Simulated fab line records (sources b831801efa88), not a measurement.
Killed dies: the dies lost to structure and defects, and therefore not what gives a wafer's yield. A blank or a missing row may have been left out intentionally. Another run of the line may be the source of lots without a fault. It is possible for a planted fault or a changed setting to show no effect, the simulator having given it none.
fab line records | flow sky130
record: lots: 13 wafers: 39 lastDay: 50
route steps=708 shown FIELD_ISO@3 VT_ADJUST_PCH@152 PAD_OPEN@708
lots with no fault: from the same line, run without faults
startH: start of the lot's first displayed wafer, in hours after the record's first day | waitH: time in hours since the lot's previous step | " repeats the value in the row above | L1.1+2: a row that stands for several wafers | - no value, or no start given | * or withheld: withheld | < > ~ a bound
route shown NAME@n: names a module that has steps shown in the file, with the first one's number in the route | usual: mean and standard deviation over wafers with no fault | same: alike in all rows | chamber/n: place in a boat | sites: the reading at each site | _std_site: the values' standard deviation | _edge_site: inner sites' mean taken away from outer sites' mean | radiusMm: how far each site lies from the wafer's centre | mask NAME#n: copy n | behind: the tool/chamber that last shaped the wafer | hold: why the lot was held/for how many hours/how that ended | device: transistor that didn't switch, given as n, p or np | end of line: tests of these same wafers at the route's end | where a step has no rows: the recipe by itself | killed: the dies lost at the first sort to structure and to defects; this is not the yield of the wafer | map: a wafer's dies, marking killed ones x, the rest . and places with no die _
set.NAME: the run value of the setting; set.NAME@STEP: its run value at that earlier step | model.NAME: the simulator's own value behind a step, which no gauge read
one table for each step of the route and one row for each wafer, over a sample of lots
services: a tool's chamber out of use, with start hour (startH, from the record's first day; less than 0 if before it), hours out, and reason
== steps ==
step: SKY_FIELD_ISO_THK_MEAS_02
recipe: reads: SiO2_of_FIELD_ISO_OXIDATION_01
usual: FIELD_ISO_OXIDATION_00_THK: 12.05/0.22
columns lot.wafer tool chamber startH waitH FIELD_ISO_OXIDATION_00_THK[nm]
L186.1 filmMetro-02 - 16.63 0.0 11.80
L186.2 " - " " 12.11
L186.3 " - " " 11.86
L188.2 filmMetro-04 - 27.09 0.0 12.08
L188.4 " - " " 12.34
L188.6 " - " " 12.21
L191.1 filmMetro-01 - 41.63 0.0 12.05
L191.4 " - " " 12.21
L191.5 " - " " 12.25
L192.1 filmMetro-01 - 46.63 0.0 11.77
L192.2 " - " " 11.97
L192.4 " - " " 11.88
L193.2 filmMetro-01 - 51.69 0.0 11.86
L193.5 " - " " 11.44
L193.6 " - " " 11.44
L194.1 filmMetro-02 - 56.87 0.0 12.12
L194.3 " - " " 12.13
L194.4 " - " " 12.07
L200.1 filmMetro-02 - 89.22 0.0 12.21
L200.4 " - " " 12.01
L200.5 " - " " 12.16
L203.1 filmMetro-02 - 104.73 0.0 12.49
L203.3 " - " " 12.40
L203.4 " - " " 12.54
L204.1 filmMetro-02 - 108.11 0.0 12.42
L204.4 " - " " 12.04
L204.5 " - " " 12.26
L205.3 filmMetro-01 - 111.65 0.0 12.07
L205.5 " - " " 12.10
L205.6 " - " " 11.87
L206.3 filmMetro-01 - 117.09 0.0 11.99
L206.4 " - " " 11.93
L206.6 " - " " 12.02
L207.1 filmMetro-02 - 122.02 0.0 12.06
L207.2 " - " " 12.15
L207.3 " - " " 12.17
L208.2 filmMetro-04 - 126.64 0.0 12.17
L208.4 " - " " 12.19
L208.5 " - " " 12.15
step: SKY_FIELD_ISO_THK_MEAS_04
recipe: reads: Si3N4_of_FIELD_ISO_CVD_03
usual: FIELD_ISO_CVD_03_THK: 164.0/1.5
columns lot.wafer tool chamber startH waitH FIELD_ISO_CVD_03_THK[nm]
L186.1 filmMetro-02 - 18.48 0.0 161.8
L186.2 " - " " 163.4
L186.3 " - " " 162.7
L188.2 filmMetro-01 - 29.83 0.0 166.4
L188.4 " - " " 164.4
L188.6 " - " " 163.6
L191.1 filmMetro-02 - 43.48 0.0 162.8
L191.4 " - " " 162.0
L191.5 " - " " 161.8
L192.1 filmMetro-01 - 49.03 0.0 163.0
L192.2 " - " " 164.0
L192.4 " - " " 164.3
L193.2 filmMetro-01 - 53.80 0.0 163.1
L193.5 " - " " 164.5
L193.6 " - " " 163.8
L194.1 filmMetro-04 - 58.72 0.0 161.9
L194.3 " - " " 162.0
L194.4 " - " " 161.9
L200.1 filmMetro-01 - 91.06 0.0 165.6
L200.4 " - " " 163.8
L200.5 " - " " 164.0
L203.1 filmMetro-02 - 106.57 0.0 163.5
L203.3 " - " " 163.8
L203.4 " - " " 162.0
L204.1 filmMetro-04 - 110.77 0.0 164.6
L204.4 " - " " 163.6
L204.5 " - " " 163.5
L205.3 filmMetro-02 - 113.78 0.0 164.6
L205.5 " - " " 163.9
L205.6 " - " " 164.5
L206.3 filmMetro-01 - 119.63 0.0 162.9
L206.4 " - " " 164.8
L206.6 " - " " 164.0
L207.1 filmMetro-04 - 123.87 0.0 166.7
L207.2 " - " " 166.4
L207.3 " - " " 164.4
L208.2 filmMetro-04 - 128.49 0.0 161.1
L208.4 " - " " 162.5
L208.5 " - " " 161.8
step: SKY_FIELD_ISO_ETCH_17
recipe: targetDepthA: 3420 maskMaterial: Si3N4 chemistry: HBr/Cl2/O2 target: Si taperDeg: 5 icpW: 600 biasW: 150 pressureMtorr: 15 HBr_flow_sccm: 150 Cl2_flow_sccm: 40 O2_flow_sccm: 6 timeS: 97.7
usual: drypumpMotorCurrentA: 5.6/0.35 oesProductAu: 0.999/0.011 throttleValvePct: 25.659/0.01
columns lot.wafer tool chamber startH waitH drypumpMotorCurrentA oesProductAu rfHoursCounterH throttleValvePct
L186.1 rieSi-02 2 33.59 0.1 6.3 1.014 68 25.671
L186.2 " 3 " " 5.9 1.026 78 25.641
L186.3 " 1 " " 5.8 1.003 108 25.673
L188.2 rieSi-02 0 44.59 0.1 5.4 0.986 95 25.673
L188.4 " 1 " " 5.9 0.998 108 25.647
L188.6 " 1 " " 5.8 0.990 - 25.664
L191.1 rieSi-01 3 60.04 0.1 5.2 0.990 1 25.668
L191.4 " 0 " " 5.5 0.995 112 25.658
L191.5 " 0 " " 5.5 0.987 - 25.657
L192.1 rieSi-02 0 65.89 0.1 5.3 0.990 96 25.651
L192.2 " 3 " " 5.9 1.020 79 25.652
L192.4 " 2 " " 6.3 1.002 68 25.659
L193.2 rieSi-02 0 70.59 0.1 5.4 0.986 96 25.669
L193.5 " 2 " " 6.3 0.994 - 25.665
L193.6 " 1 " " 5.8 1.011 - 25.649
L194.1 rieSi-01 1 75.89 0.1 5.2 1.003 17 25.665
L194.3 " 3 " " 5.1 1.005 1 25.649
L194.4 " 2 " " 5.5 1.020 150 25.641
L200.1 rieSi-02 1 108.56 0.1 5.8 1.015 108 25.661
L200.4 " 2 " " 6.3 0.995 68 25.654
L200.5 " 3 " " 5.9 1.013 - 25.650
L203.1 rieSi-02 1 125.41 0.1 5.8 0.894 108 25.720
L203.3 " 0 " " 5.4 0.876 96 25.733
L203.4 " 2 " " 6.3 0.887 68 25.745
L204.1 rieSi-02 0 130.19 0.1 5.4 0.883 96 25.731
L204.4 " 2 " " 6.3 0.890 68 25.734
L204.5 " 3 " " 5.9 0.906 - 25.726
L205.3 rieSi-01 1 133.46 0.0 5.2 1.001 17 25.661
L205.5 " 2 " " 5.5 1.008 - 25.667
L205.6 " 1 " " 5.2 0.997 - 25.653
L206.3 rieSi-01 1 138.91 0.0 5.2 0.995 17 25.654
L206.4 " 1 " " 5.2 1.001 - 25.666
L206.6 " 0 " " 5.5 1.004 - 25.669
L207.1 rieSi-01 2 143.19 0.1 5.6 1.005 0 25.656
L207.2 " 0 " " 5.5 1.000 112 25.664
L207.3 " 1 " " 5.2 0.994 18 25.649
L208.2 rieSi-01 2 148.09 0.1 5.5 1.014 0 25.638
L208.4 " 3 " " 5.1 1.010 2 25.654
L208.5 " 3 " " 5.2 0.997 - 25.644
step: SKY_VT_ADJUST_PCH_STRIP_09
recipe: chemistry: O2/N2 powerW: 1400 pressureMtorr: 1500 platenTempC: withheld o2FlowSccm: 3000 n2FlowSccm: 300 overashFraction: 0.5
usual: drypumpMotorCurrentA: 5.8/0.45 oesProductAu: 0.722/0.0049 stripTimeToEndpointS: 36.92/0.1
columns lot.wafer tool chamber startH waitH drypumpMotorCurrentA oesProductAu rfHoursCounterH stripTimeToEndpointS
L186.1 plasmaAsher-02 0 228.43 0.1 5.2 0.730 43 36.90
L186.2 " 1 " " 5.2 0.724 43 36.95
L186.3 " 0 " " 5.2 0.718 - 37.00
L188.2 plasmaAsher-04 1 249.53 0.1 5.5 0.726 55 37.03
L188.4 " 1 " " 5.6 0.721 - 36.94
L188.6 " 0 " " 6.2 0.725 - 37.01
L191.1 plasmaAsher-03 1 275.61 0.1 5.9 0.731 58 36.93
L191.4 " 1 " " 5.9 0.719 - 36.91
L191.5 " 0 " " 6.3 0.725 - 36.99
L192.1 plasmaAsher-03 0 281.23 0.1 6.3 0.722 59 36.91
L192.2 " 1 " " 5.9 0.719 59 36.78
L192.4 " 0 " " 6.3 0.722 - 36.97
L193.2 plasmaAsher-03 1 288.78 0.1 5.9 0.723 59 36.79
L193.5 " 0 " " 6.3 0.728 - 36.72
L193.6 " 1 " " 5.9 0.722 - 36.81
L194.1 plasmaAsher-02 0 295.53 0.1 5.2 0.721 49 36.93
L194.3 " 1 " " 5.2 0.721 - 36.81
L194.4 " 0 " " 5.2 0.724 - 36.90
L200.1 plasmaAsher-04 1 344.73 0.1 5.5 0.728 64 36.86
L200.4 " 1 " " 5.6 0.721 - 36.97
L200.5 " 1 " " 5.5 0.720 - 36.93
L203.1 plasmaAsher-03 1 370.68 0.1 5.9 0.716 66 37.00
L203.3 " 0 " " 6.3 0.720 - 36.90
L203.4 " 1 " " 5.9 0.721 - 36.91
L204.1 plasmaAsher-02 0 378.16 0.1 5.2 0.731 58 36.84
L204.4 " 1 " " 5.2 0.731 - 36.94
L204.5 " 1 " " 5.2 0.724 - 36.86
L205.3 plasmaAsher-02 1 383.24 0.1 5.2 0.719 - 37.05
L205.5 " 1 " " 5.2 0.725 - 36.90
L205.6 " 0 " " 5.1 0.724 - 37.02
L206.3 plasmaAsher-03 1 390.16 0.1 5.9 0.720 - 36.78
L206.4 " 0 " " 6.3 0.722 - 36.81
L206.6 " 1 " " 5.9 0.717 - 36.82
L207.1 plasmaAsher-04 1 401.83 0.1 5.6 0.724 69 36.91
L207.2 " 0 " " 6.2 0.719 69 36.84
L207.3 " 1 " " 5.6 0.725 - 36.93
L208.2 plasmaAsher-03 0 402.18 0.1 6.3 0.717 69 36.74
L208.4 " 0 " " 6.3 0.719 - 36.78
L208.5 " 0 " " 6.3 0.717 - 36.77
step: SKY_PAD_OPEN_PROBE_99
usual: killed_at_M0_to_M3: 43/7.7 killed_at_M4_up: 3.4/1.9 killedAtContacts: 25/5.6 killedAtFrontEnd: 14/4.3 killedAtOther: 0.2/0.5 killedDies: 86/10 killedOpen: 47/7.2 killedShort: 39/6.7
same: grossDies: 492 killedAtBackSide: 0
columns lot.wafer tool chamber startH waitH killed_at_M0_to_M3 killed_at_M4_up killedAtContacts killedAtFrontEnd killedAtOther killedDies killedOpen killedShort
L188.2 prober-01 - 1098.19 0.1 39 2 32 15 0 88 48 40
L188.4 prober-01 - 1098.29 0.2 40 5 35 15 0 95 44 51
L188.6 prober-01 - 1098.39 0.2 51 6 39 13 0 109 49 60
L191.1 prober-02 - 1120.33 0.1 53 2 31 12 0 98 57 41
L191.4 prober-02 - 1120.48 0.2 41 1 25 13 1 81 40 41
L191.5 prober-02 - 1120.53 0.2 47 1 24 12 0 84 48 36
L192.1 prober-01 - 1128.10 0.1 51 1 20 17 1 90 48 42
L192.2 prober-01 - 1128.15 0.1 51 3 26 17 0 97 59 38
L192.4 prober-01 - 1128.25 0.2 30 1 29 17 0 77 40 37
L193.2 prober-02 - 1129.59 0.1 30 2 35 17 0 84 49 35
L193.5 prober-02 - 1129.74 0.2 40 8 29 8 0 85 51 34
L193.6 prober-02 - 1129.79 0.2 40 1 18 12 0 71 40 31
L194.1 prober-01 - 1130.86 0.1 58 4 15 21 0 98 53 45
L194.3 prober-01 - 1130.96 0.2 38 3 27 17 0 85 48 37
L194.4 prober-01 - 1131.01 0.2 43 3 28 27 0 101 61 40
L207.1 prober-02 - 1200.41 0.1 38 4 25 18 0 85 45 40
L207.2 prober-02 - 1200.46 0.1 30 2 15 20 0 67 34 33
L207.3 prober-02 - 1200.51 0.2 46 4 30 12 0 92 48 44
killed by level:class
L188.2 LI_CONTACT:geometricParticle:open=8 CONTACT:geometricParticle:open=8 VIA1:geometricParticle:open=8 VIA2:geometricParticle:open=7 LI_CONTACT:geometricParticle:short=6 VIA1:geometricParticle:short=5 CONTACT:geometricParticle:short=5 VIA3:geometricParticle:open=5
L188.4 LOCAL_INTERCONNECT:geometricParticle:short=9 CONTACT:geometricParticle:open=9 VIA1:geometricParticle:open=8 VIA3:geometricParticle:open=7 CONTACT:geometricParticle:short=7 FIELD_ISO:geometricParticle:open=6 LI_CONTACT:geometricParticle:open=6 METAL1:geometricParticle:short=6
L188.6 CONTACT:geometricParticle:open=14 VIA1:geometricParticle:short=10 FIELD_ISO:geometricParticle:short=9 LI_CONTACT:geometricParticle:open=9 VIA1:geometricParticle:open=8 METAL1:geometricParticle:short=7 METAL2:geometricParticle:short=7 VIA2:geometricParticle:open=6
L191.1 VIA1:geometricParticle:open=16 CONTACT:geometricParticle:open=15 LI_CONTACT:geometricParticle:open=7 METAL1:geometricParticle:short=7 VIA2:geometricParticle:open=6 VIA3:geometricParticle:short=6 CONTACT:geometricParticle:short=5 VIA1:geometricParticle:short=5
L191.4 CONTACT:geometricParticle:open=11 VIA2:geometricParticle:open=10 VIA1:geometricParticle:open=9 FIELD_ISO:geometricParticle:short=6 METAL2:geometricParticle:short=6 LOCAL_INTERCONNECT:geometricParticle:short=5 CONTACT:geometricParticle:short=5 VIA3:geometricParticle:short=5
L191.5 VIA1:geometricParticle:open=10 CONTACT:geometricParticle:open=8 VIA2:geometricParticle:short=6 LI_CONTACT:geometricParticle:open=6 VIA2:geometricParticle:open=6 POLY_GATE:geometricParticle:short=4 VIA3:geometricParticle:open=4 METAL1:geometricParticle:open=4
L192.1 VIA1:geometricParticle:open=11 FIELD_ISO:geometricParticle:short=7 CONTACT:geometricParticle:open=7 VIA1:geometricParticle:short=6 METAL2:geometricParticle:short=6 LI_CONTACT:geometricParticle:open=6 METAL1:geometricParticle:short=6 VIA2:geometricParticle:open=6
L192.2 VIA1:geometricParticle:open=15 CONTACT:geometricParticle:open=14 FIELD_ISO:geometricParticle:short=8 LI_CONTACT:geometricParticle:open=6 METAL1:geometricParticle:short=6 FIELD_ISO:geometricParticle:open=5 VIA2:geometricParticle:open=5 VIA3:geometricParticle:open=5
L192.4 CONTACT:geometricParticle:open=10 VIA1:geometricParticle:open=9 CONTACT:geometricParticle:short=8 FIELD_ISO:geometricParticle:short=7 FIELD_ISO:geometricParticle:open=5 LI_CONTACT:geometricParticle:open=5 METAL1:geometricParticle:short=5 LOCAL_INTERCONNECT:geometricParticle:short=4
L193.2 CONTACT:geometricParticle:open=12 LI_CONTACT:geometricParticle:open=9 LOCAL_INTERCONNECT:geometricParticle:short=7 FIELD_ISO:geometricParticle:short=6 VIA1:geometricParticle:open=6 VIA2:geometricParticle:open=6 METAL1:geometricParticle:short=5 FIELD_ISO:geometricParticle:open=4
L193.5 VIA1:geometricParticle:open=15 CONTACT:geometricParticle:open=13 LI_CONTACT:geometricParticle:open=6 VIA1:geometricParticle:short=6 LOCAL_INTERCONNECT:geometricParticle:short=6 METAL4:geometricParticle:short=6 VIA2:geometricParticle:open=4 METAL3:geometricParticle:short=4
L193.6 VIA1:geometricParticle:open=8 CONTACT:geometricParticle:open=6 METAL1:geometricParticle:short=6 METAL2:geometricParticle:short=6 VIA2:geometricParticle:open=6 LI_CONTACT:geometricParticle:open=5 FIELD_ISO:geometricParticle:short=4 CONTACT:geometricParticle:short=4
L194.1 VIA1:geometricParticle:open=19 METAL1:geometricParticle:short=11 VIA3:geometricParticle:open=6 FIELD_ISO:geometricParticle:short=5 POLY_GATE:geometricParticle:short=5 LI_CONTACT:geometricParticle:open=5 METAL2:geometricParticle:short=5 VIA1:geometricParticle:short=5
L194.3 CONTACT:geometricParticle:open=14 VIA1:geometricParticle:open=7 VIA2:geometricParticle:open=7 FIELD_ISO:geometricParticle:short=5 LI_CONTACT:geometricParticle:open=5 VIA3:geometricParticle:open=5 VIA1:geometricParticle:short=5 FIELD_ISO:geometricParticle:open=4
L194.4 VIA1:geometricParticle:open=15 FIELD_ISO:geometricParticle:open=11 CONTACT:geometricParticle:short=7 METAL1:geometricParticle:short=7 LI_CONTACT:geometricParticle:open=6 CONTACT:geometricParticle:open=6 VIA2:geometricParticle:open=6 FIELD_ISO:geometricParticle:short=5
L207.1 CONTACT:geometricParticle:open=11 LI_CONTACT:geometricParticle:open=7 METAL1:geometricParticle:short=7 VIA1:geometricParticle:open=7 FIELD_ISO:geometricParticle:open=6 METAL2:geometricParticle:short=6 FIELD_ISO:geometricParticle:short=5 POLY_GATE:geometricParticle:short=4
L207.2 VIA3:geometricParticle:open=8 CONTACT:geometricParticle:open=8 METAL1:geometricParticle:short=8 POLY_GATE:geometricParticle:short=7 FIELD_ISO:geometricParticle:short=5 POLY_GATE:geometricParticle:open=4 VIA1:geometricParticle:open=4 LOCAL_INTERCONNECT:geometricParticle:short=3
L207.3 CONTACT:geometricParticle:open=11 LI_CONTACT:geometricParticle:open=9 LOCAL_INTERCONNECT:geometricParticle:short=8 VIA1:geometricParticle:open=7 VIA2:geometricParticle:open=6 VIA3:geometricParticle:short=6 VIA3:geometricParticle:open=6 POLY_GATE:geometricParticle:short=4
== services ==
columns tool chamber startH hours kind
plasmaAsher-03 - 73.73 0.5 repair
rieSi-01 2 78.94 - clean
rieSi-01 2 78.94 21.2 scheduledDown
rieSi-01 2 78.94 21.2 ventCycle
rieSi-02 1 110.15 6.8 repair
rieSi-01 3 133.07 6.7 repair
plasmaAsher-04 - 159.48 1.5 repair
rieSi-02 0 192.62 2.0 repair
plasmaAsher-02 - 238.85 1.7 repair
rieSi-01 0 245.77 - clean
rieSi-01 - 246.21 2.8 pm
rieSi-02 1 261.48 - clean
rieSi-02 1 261.48 17.6 scheduledDown
rieSi-02 1 261.48 17.6 ventCycle
plasmaAsher-02 - 281.11 0.3 repair
plasmaAsher-03 - 289.90 7.0 repair
rieSi-02 0 313.14 - clean
rieSi-02 0 313.14 24.5 scheduledDown
rieSi-02 0 313.14 24.5 ventCycle
rieSi-01 2 322.65 6.0 repair
rieSi-02 - 347.56 0.4 repair
rieSi-02 3 383.49 - clean
rieSi-02 3 383.49 36.7 scheduledDown
rieSi-02 3 383.49 36.7 ventCycle
== key ==
firstSign: step: SKY_FIELD_ISO_ETCH_17 reading: oesProductAu direction: down sigmas: 9.9 usual: 0.999 struck: 0.890
effect: step: SKY_FIELD_ISO_ETCH_17 reading: throttleValvePct direction: up sigmas: 7 usual: 25.659 struck: 25.732
metAt SKY_FIELD_ISO_ETCH_17
struckLots L203,L204
testerLeftOut L203,L204
notActingAt SKY_FIELD_ISO_THK_MEAS_02,SKY_FIELD_ISO_THK_MEAS_04,SKY_VT_ADJUST_PCH_STRIP_09
onsetBetween 108.56 125.41
fault: kind: processParameterDrift tool: rieSi-02 chamber: - onsetH: 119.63 steps: SKY_FIELD_ISO_ETCH_17 channel: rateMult offset: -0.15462 shape: step endH: 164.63
testerLeftOut: of these lots the tester's yield and bins aren't shown, on N5 and GAA mostly nor the transistor test; their killed dies are dies lost to structure and defects alone, not to doping, threshold or leakage, so they don't give the yield
